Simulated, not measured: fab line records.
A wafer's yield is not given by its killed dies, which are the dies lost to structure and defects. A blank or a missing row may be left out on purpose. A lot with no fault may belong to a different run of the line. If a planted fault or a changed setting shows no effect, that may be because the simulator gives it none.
Problem report, 8D (eight disciplines) form, completed by code    flow gf180mcu    the parts of the form that need people (team, actions taken, sign-off) are left out

## 1. PROBLEM STATEMENT
NSD_RS at GF_PSD_RS_MEAS_14 reads a mean of 43.68 ohm/sq on 9 wafers of 3 lots; wafers without a fault read 46.15 ohm/sq with a standard deviation of 0.1. That is -25 standard deviations from the usual mean.
The step: measures by four-point-probe.
The first sign was on wafer L456.1 at day 15 01:32, on filmMetro-02. Wafers with a number at this step in the record: 36, from 12 lots. By rule, "out" or "out of limits" means more than 4 standard deviations away from the usual mean. The rest of the wafers with a number are treated as sound.

## 2. WHAT IT IS AND WHAT IT IS NOT
question                     is                      is not
which readings at this step  NSD_RS                  -
which lots                   L456, L457, L460        L458, L461, L468, L470, L471, L472, L473, L476, L477
which wafers of those lots   all that have a number  -
read on which gauges         filmMetro-02            filmMetro-03, filmMetro-04
when                         from day 15 01:32       up to then (0 sound wafers); but 27 sound wafers of L458, L461, L468, L470, L471, L472, L473, L476, L477 came after

## 3. THE SUSPECTS, EACH WITH WHAT RULES IT OUT
Counting: a tool stays on the suspect list if, at a process step up to the reading, it processed all lots that are out and no sound lot following the first of them.
- the gauge at GF_PSD_RS_MEAS_14: kept. All the wafers that are out were read on filmMetro-02, and no step on other tools shows them out.
- rtpAnneal-02 at GF_PSD_RTA_13 (time 20 s): ruled out as a lasting fault. Following L456 (day 15 01:28), the first lot on it that is out, the sound lots L468, L470, L472, L473, L476, L477 were run on it.
Remaining after the count: filmMetro-02 at GF_PSD_RS_MEAS_14.

## 4. THE CAUSE (what the simulator had put in)
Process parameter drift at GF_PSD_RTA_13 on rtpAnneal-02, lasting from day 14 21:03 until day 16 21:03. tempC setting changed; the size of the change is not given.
The count ruled it out by mistake, since the rule takes a fault to strike every lot its tool runs from the start of the fault on, and this one did not do so.

## 5. THE CHAIN OF EFFECTS, in route order
One row per reading whose mean, taken over the struck wafers that have a number, lies over 3 standard deviations from the usual. Only readings for which the record gives a usual standard deviation are gone through. hours: the time from each lot's start at the first step in this table that gives one to its start at this step, as a median over the lots. sigmas: the change in usual standard deviations.
hours  step               reading  usual         on struck wafers  change  sigmas
0      GF_PSD_RS_MEAS_14  NSD_RS   46.15 ohm/sq  43.68             -2.47   -25
1      GF_PSD_RS_MEAS_15  PSD_RS   108.6 ohm/sq  101.1             -7.5    -25
Later steps that measure or inspect, where all struck wafers having a row at the step show a number for every such reading and not one has moved that far: GF_CONTACT_THK_MEAS_03.

## 6. HOW IT WOULD HAVE BEEN CAUGHT EARLIER
In this record the first reading out of limits at a measuring or inspecting step was taken at day 15 01:32, 4 hours after the fault began at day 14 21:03.
No tool reading at GF_PSD_RTA_13 that has a usual standard deviation in the record was out on any struck wafer, so an alarm limit of 4 standard deviations on those readings would not have fired.
